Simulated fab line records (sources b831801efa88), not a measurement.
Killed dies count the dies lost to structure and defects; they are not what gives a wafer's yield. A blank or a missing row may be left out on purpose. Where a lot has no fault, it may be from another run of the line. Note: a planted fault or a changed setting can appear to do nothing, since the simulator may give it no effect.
Which tool was responsible? || flow sky130 || Sampling: 6 lots, 18 wafers, 3 of 708 route steps

== WHAT THE GAUGES SHOWED, per wafer ==
SKY_VT_ADJUST_NCORE_TW_MEAS_11.
{"lot": "L529", "measured": "day 9 05:01", "on": "film-metro-03", "VT_ADJUST_NCORE_TW": "216.3 218.3 217.3"}
{"lot": "L533", "measured": "day 10 11:02", "on": "film-metro-03", "VT_ADJUST_NCORE_TW": "215.7 216.8 216.2"}
{"lot": "L535", "measured": "day 10 23:20", "on": "film-metro-03", "VT_ADJUST_NCORE_TW": "217.8 216.6 216.6"}
{"lot": "L537", "measured": "day 11 16:43", "on": "film-metro-03", "VT_ADJUST_NCORE_TW": "218.1 217.9 217.9"}
{"lot": "L546", "measured": "day 14 04:01", "on": "film-metro-03", "VT_ADJUST_NCORE_TW": "217.9 217.2 216.7"}
{"lot": "L548", "measured": "day 14 17:14", "on": "film-metro-03", "VT_ADJUST_NCORE_TW": "214.9 216.1 217.3"}

== EACH LOT AND THE TOOL THAT RAN IT (in order: tool; ch and the chambers of the sampled wafers; start) ==
{"lot": "L529", "SKY_VT_ADJUST_HVTP_STRIP_10": "plasma-asher-01 ch 0,1, day 6 18:26", "SKY_VT_ADJUST_NCORE_IMPLANT_09": "implanter-04 ch 0, day 9 04:47"}
{"lot": "L533", "SKY_VT_ADJUST_HVTP_STRIP_10": "plasma-asher-03 ch 0,1, day 7 21:59", "SKY_VT_ADJUST_NCORE_IMPLANT_09": "implanter-03 ch 0, day 10 10:48"}
{"lot": "L535", "SKY_VT_ADJUST_HVTP_STRIP_10": "plasma-asher-04 ch 0,1, day 8 09:01", "SKY_VT_ADJUST_NCORE_IMPLANT_09": "implanter-04 ch 0, day 10 23:06"}
{"lot": "L537", "SKY_VT_ADJUST_HVTP_STRIP_10": "plasma-asher-01 ch 0,1, day 8 23:44", "SKY_VT_ADJUST_NCORE_IMPLANT_09": "implanter-01 ch 0, day 11 16:28"}
{"lot": "L546", "SKY_VT_ADJUST_HVTP_STRIP_10": "plasma-asher-03 ch 0,1, day 11 03:50", "SKY_VT_ADJUST_NCORE_IMPLANT_09": "implanter-01 ch 0, day 14 03:46"}
{"lot": "L548", "SKY_VT_ADJUST_HVTP_STRIP_10": "plasma-asher-04 ch 0,1, day 11 15:17", "SKY_VT_ADJUST_NCORE_IMPLANT_09": "implanter-01 ch 0, day 14 17:00"}
- SKY_VT_ADJUST_HVTP_STRIP_10: strips in O2/N2.
- SKY_VT_ADJUST_NCORE_IMPLANT_09

== THE ANSWER, worked out from the rows above alone ==
Rule: the lots themselves supply what counts as usual. Put in order of their means at a reading, lots are off if they are a third of the lots or fewer, leave a main group of 4 or more, and stand apart from it by a gap of 3 or more times the standard deviation of the main group's means; of several such gaps the widest counts. Not used: any main group whose means are identical at the precision the tables above print for the reading. A lot without any number at a reading at which 4 lots or more have one is off too. Any other lot the step has rows for is counted as sound.
No lot is off at any reading shown: from this, nothing can be told.

== WHAT THE SIMULATOR PUT IN ==
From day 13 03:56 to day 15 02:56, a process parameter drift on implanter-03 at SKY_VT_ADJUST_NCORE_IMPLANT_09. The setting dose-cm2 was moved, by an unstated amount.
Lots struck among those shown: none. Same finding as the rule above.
